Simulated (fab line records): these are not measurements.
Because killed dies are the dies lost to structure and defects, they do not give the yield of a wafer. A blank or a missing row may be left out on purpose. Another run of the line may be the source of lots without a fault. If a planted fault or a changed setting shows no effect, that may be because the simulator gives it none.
A lot that was struck, set against a sound lot	flow sky130	15 out of 708 route steps
Sound: these wafers, L839.1, L839.4, L839.6. Wafers struck: L852.1, L852.3, L852.5. The cause is named last.
Each step with rows lists, per side, the tool, then ch with its chambers, then its first start. Under that, the readings that differ: sound wafers	struck wafers	difference of the means	sigmas: that difference in standard deviations of wafers without a fault.
alike: a reading whose means differ by less than 2 such deviations, as well as words and numbers matching on both sides. not compared: withheld readings; readings where some wafer has no value; bounds like >300 that might hide an equal value; numbers whose values overlap and for which the record gives no deviation.
A row with sigmas, a row that says differs or no value, or rows on one side alone: a step with any of these is where the two part. Numbers that don't overlap but have no deviation are shown without sigmas and don't part them. Lack of a reading on every wafer of one side parts them only where that side has two or more wafers.

SKY_POLY_GATE_CD_MEAS_22:
  sound on cd-sem-02 at day 17 12:37; struck on cd-sem-01 at day 22 15:26
reading	sound	struck	difference	sigmas
cd-nm (nm)	155.8 153.3 153.3	149.2 149.1 148.9	-5.1	-2
then, 7 steps without rows for these wafers: SKY_LDD_N_DEHYDRATE_00 (time 60 s); SKY_LDD_N_HMDS_01 (prime time 60 s); SKY_LDD_N_COAT_02 (resist thk 300 nm); SKY_LDD_N_SOFTBAKE_03 (time 60 s); SKY_LDD_N_EXPOSE_04 (exposes mask NTM, target cd 840 nm); SKY_LDD_N_PEB_05; SKY_LDD_N_DEVELOP_06 (develop time 60 s).
SKY_LDD_N_OVL_MEAS_07:
  sound on overlay-01 at day 18 18:08; struck on overlay-01 at day 23 21:18
  alike: LDD_N_OVL
then, 3 steps without rows for these wafers: SKY_LDD_N_IMPLANT_08; SKY_LDD_N_IMPLANT_09; SKY_LDD_N_IMPLANT_10.
SKY_LDD_N_IMPLANT_11:
  sound on implanter-02 ch 0, day 18 18:37; struck on implanter-03 ch 0, day 23 21:47
reading	sound	struck	difference	sigmas
dose-ions-cm2	7.507e+13 7.5e+13 7.503e+13	5.971e+13 5.957e+13 5.963e+13	-1.540e+13	-99 or more
faraday-current-uA	417 431 421	354 332 332	-84	-10
  alike: end-station-pressure-torr
then, 1 step without rows for these wafers: SKY_LDD_N_IMPLANT_12.
-- the record jumps here: 26 days lie between the struck wafers' starts before and after (it left off in module LDD_N and takes up again in module PAD_OPEN, whose first step shown is number 708 of the route) --
SKY_PAD_OPEN_PROBE_99:
  sound on prober-02 at day 46 11:29; struck on prober-01 at day 49 14:19
reading	sound	struck	difference	sigmas
killed_at_M4_up	9 5 7	3 2 1	-5	-3
model.etest.tip-n.rs-ohm-sq	442.3 440.1 441.9	459 455.1 459.5	+16	
  alike: killed_at_M0_to_M3, killed-at-contacts, killed-at-front-end, killed-at-other, killed-dies, killed-open, killed-short

WHERE THEY PART
Last at SKY_PAD_OPEN_PROBE_99 as far as this record goes, first at SKY_POLY_GATE_CD_MEAS_22.

WHY: whatever the simulator had introduced
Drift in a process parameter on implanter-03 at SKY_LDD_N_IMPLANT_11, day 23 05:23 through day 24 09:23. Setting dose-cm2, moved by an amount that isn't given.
